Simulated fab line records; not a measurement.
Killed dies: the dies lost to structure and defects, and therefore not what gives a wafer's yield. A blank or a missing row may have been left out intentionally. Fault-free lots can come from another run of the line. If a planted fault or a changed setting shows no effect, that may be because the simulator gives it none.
Chamber matching -- flow gf180mcu -- pecvd-04 running GF_MIM_CVD_05: 3 sister chambers
The step deposits Si3N4, target thk 42 nm, time 29.086 s. 22 wafers are shown with their chamber, then 11 later ones without.

== WAFERS WITH THEIR CHAMBER ==
wafer,chamber,heaterPowerW (W)
L074.1,2,638
L074.5,2,633
L074.6,1,758
L075.4,0,660
L075.5,2,670
L075.6,1,688
L080.2,0,768
L080.5,1,689
L080.6,2,592
L083.2,2,532
L083.3,1,727
L083.6,0,725
L084.1,2,609
L084.2,0,781
L084.3,1,740
L089.1,2,599
L089.2,0,708
L089.3,1,640
L091.3,2,572
L091.4,2,570
L091.6,1,624
L093.2,2,544

SIGNATURES (averages over the wafers above)
reading,chamber 0,chamber 1,chamber 2,scatter within a chamber
heaterPowerW,728.40,695.14,595.90,46.7
Rule: for a wafer and a chamber, the distance is found by dividing, reading by reading, the gap between the wafer's reading and the chamber's mean by the reading's scatter, squaring, summing and taking the root. The wafer belongs to the nearest chamber; if the next one is less than 2 further off, it can't be placed. How the scatter is found: for the shown wafers, subtract from each reading the mean of its chamber, square and add these, divide the total by (wafers less chambers), then take the root.

== WAFERS WHOSE CHAMBER IS MISSING ==
wafer,heaterPowerW (W)
L093.4,746
L093.5,548
L094.2,591
L094.5,748
L094.6,658
L096.3,734
L096.4,719
L096.6,700
L097.1,624
L097.5,583
L097.6,603

== CHAMBER TAKEN BY EACH ==
wafer,from the rows above,in truth
L093.4,can't be placed: 0 or 1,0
L093.5,2,2
L094.2,2,2
L094.5,can't be placed: 0 or 1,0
L094.6,can't be placed: 1 or 2 or 0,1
L096.3,can't be placed: 0 or 1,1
L096.4,can't be placed: 0 or 1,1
L096.6,can't be placed: 1 or 0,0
L097.1,can't be placed: 2 or 1 or 0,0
L097.5,2,2
L097.6,can't be placed: 2 or 1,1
3 of 11 placed correctly. Can't be placed from these rows: 8 (the true chamber is among the candidates in 8). Wrongly placed: 0.
